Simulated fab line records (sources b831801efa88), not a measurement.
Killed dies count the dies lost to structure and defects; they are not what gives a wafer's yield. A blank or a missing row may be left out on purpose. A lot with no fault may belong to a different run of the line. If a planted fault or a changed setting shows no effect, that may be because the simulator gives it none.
A struck lot beside a sound one || flow sky130 || 21 steps out of a route of 708
Sound: wafers L355.2, L355.5, L355.6. The struck wafers were L363.1, L363.2, L363.4. The cause is named last.
Each step with rows lists, per side, the tool, then ch with its chambers, then its first start. Under that, the readings that differ: sound wafers || struck wafers || difference of the means || sigmas: that difference in standard deviations of wafers without a fault.
alike: a reading whose means differ by less than 2 such deviations, as well as words and numbers matching on both sides. not compared: withheld readings; readings where some wafer has no value; bounds like >300 that might hide an equal value; numbers whose values overlap and for which the record gives no deviation.
The two part at a step that has a row with sigmas, a row that says differs or no value, or rows on one side only. Non-overlapping numbers with no deviation appear without sigmas and do not part them. A reading that every wafer of one side lacks parts them only if that side has two wafers or more.

first, 1 step without rows for these wafers: SKY_RES_XHIGH_IMPLANT_07.
SKY_RES_XHIGH_STRIP_08: strips in O2/N2.
  sound on plasma_asher-04 ch 0,1, day 26 19:07; struck on plasma_asher-01 ch 0,1, day 29 20:50
  alike: drypump_motor_current_A, oes_product_au, strip_time_to_endpoint_s
  not compared: rf_hours_counter_h
SKY_RES_XHIGH_TW_MEAS_09:
  sound on film_metro-01, day 26 19:14; struck on film_metro-01, day 29 20:56
  alike: RES_XHIGH_TW
then, 7 steps without rows for these wafers: SKY_SD_N_DEHYDRATE_00 (time 60 s); SKY_SD_N_HMDS_01 (prime time 60 s); SKY_SD_N_COAT_02 (resist thk 1140 nm); SKY_SD_N_SOFTBAKE_03 (time 60 s); SKY_SD_N_EXPOSE_04 (exposes mask NSDM, target cd 380 nm); SKY_SD_N_PEB_05; SKY_SD_N_DEVELOP_06 (develop time 60 s).
SKY_SD_N_CD_MEAS_07: target cd 380 nm.
  sound on cd_sem-01, day 27 23:55; struck on cd_sem-02, day 31 00:20
  alike: cd_nm
SKY_SD_N_OVL_MEAS_08:
  sound on overlay-01, day 28 00:02; struck on overlay-02, day 31 00:28
  alike: SD_N_OVL
SKY_SD_N_IMPLANT_09:
  sound on implanter-01 ch 0, day 28 00:05; struck on implanter-01 ch 0, day 31 00:29
{"reading": "beam_on_s (s)", "sound": "18.2 19.3 18.9", "struck": "31.7 30.8 31.0", "difference": "+12.4", "sigmas": "+27"}
{"reading": "dose_ions_cm2", "sound": "3.999e+15 3.999e+15 3.999e+15", "struck": "6.618e+15 6.62e+15 6.62e+15", "difference": "+2.620e+15", "sigmas": "+99 or more"}
  alike: end_station_pressure_torr
then, 1 step without rows for these wafers: SKY_SD_N_IMPLANT_10.
SKY_SD_N_STRIP_11: strips in O2/N2.
  sound on plasma_asher-04 ch 0,1, day 28 00:22; struck on plasma_asher-03 ch 0,1, day 31 00:47
{"reading": "oes_product_au (a.u.)", "sound": "0.528 0.522 0.532", "struck": "0.519 0.512 0.511", "difference": -0.013, "sigmas": -3}
{"reading": "strip_time_to_endpoint_s (s)", "sound": "22.54 22.56 22.54", "struck": "23.60 23.56 23.61", "difference": "+1.04", "sigmas": "+21"}
  alike: drypump_motor_current_A
  not compared: rf_hours_counter_h
SKY_SD_N_TW_MEAS_12:
  sound on film_metro-04, day 28 00:29; struck on film_metro-03, day 31 00:53
  alike: SD_N_TW
then, 1 step without rows for these wafers: SKY_SD_N_CLEAN_13 (cleans in SC1/SC2, time 150 s).
SKY_SD_N_RTA_14: time 2 s.
  sound on rtp_anneal-02 ch 0, day 28 00:35; struck on rtp_anneal-02 ch 0, day 31 01:03
  alike: lamp_power_pct, wafer_temp_C_max
SKY_SD_N_RS_MEAS_16: uses a four-point probe to measure.
  sound on film_metro-01, day 28 00:46; struck on film_metro-01, day 31 01:14
{"reading": "SD_N_RS (ohm/sq)", "sound": "68.68 68.78 68.94", "struck": "64.86 64.93 64.82", "difference": -3.93, "sigmas": -30}
SKY_SD_N_RS_MEAS_17: uses a four-point probe to measure.
  sound on film_metro-01, day 28 00:53; struck on film_metro-01, day 31 01:21
  alike: SD_P_RS
-- here the record skips 17 days between the struck wafers' starts before and after, leaving off in module SD_N and picking up in module PAD_OPEN (first step shown: number 708 of the route) --
SKY_PAD_OPEN_PROBE_99:
  sound on prober-02, day 45 22:19; struck on prober-02, day 48 00:46
{"reading": "model.etest.res_ndiff.line_ohm_um", "sound": "756.2 750.2 749.3", "struck": "674.1 668.8 678.4", "difference": -78.1, "sigmas": ""}
{"reading": "model.etest.nfet_g5v0d10v5.r_on_ohm_um", "sound": "1884 1901 1912", "struck": "1854 1829 1848", "difference": -55, "sigmas": ""}
{"reading": "model.etest.sonos_uncharged.r_on_ohm_um", "sound": "813.2 832.7 823", "struck": "776.5 765.1 772.1", "difference": -51.7, "sigmas": ""}
{"reading": "model.etest.licon_ndiff.rc_ohm", "sound": "171.9 184.3 190.4", "struck": "164.1 166 167.6", "difference": -16.3, "sigmas": ""}
{"reading": "model.etest.res_ndiff_hv.rs_ohm_sq", "sound": "113.6 114.3 114.3", "struck": "100.8 100.3 100.8", "difference": -13.4, "sigmas": ""}
{"reading": "model.etest.res_ndiff.rs_ohm_sq", "sound": "118.8 118.9 120.1", "struck": "107 106.4 107.5", "difference": -12, "sigmas": ""}
  alike: killed_at_M0_to_M3, killed_at_M4_up, killed_at_contacts, killed_at_front_end, killed_at_other, killed_dies, killed_open, killed_short
  not compared: model.etest.nfet_g5v0d10v5.off_log10_a_um, model.etest.sonos_programmed.off_log10_a_um

## WHERE THEY PART
Earliest at SKY_SD_N_IMPLANT_09; latest, in this record, at SKY_SD_N_RS_MEAS_16. Later steps at which nothing parts them and some readings are alike: SKY_SD_N_RS_MEAS_17, SKY_PAD_OPEN_PROBE_99.

WHY: what had been put in by the simulator
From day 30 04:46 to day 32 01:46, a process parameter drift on implanter-01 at SKY_SD_N_IMPLANT_09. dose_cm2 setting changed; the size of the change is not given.
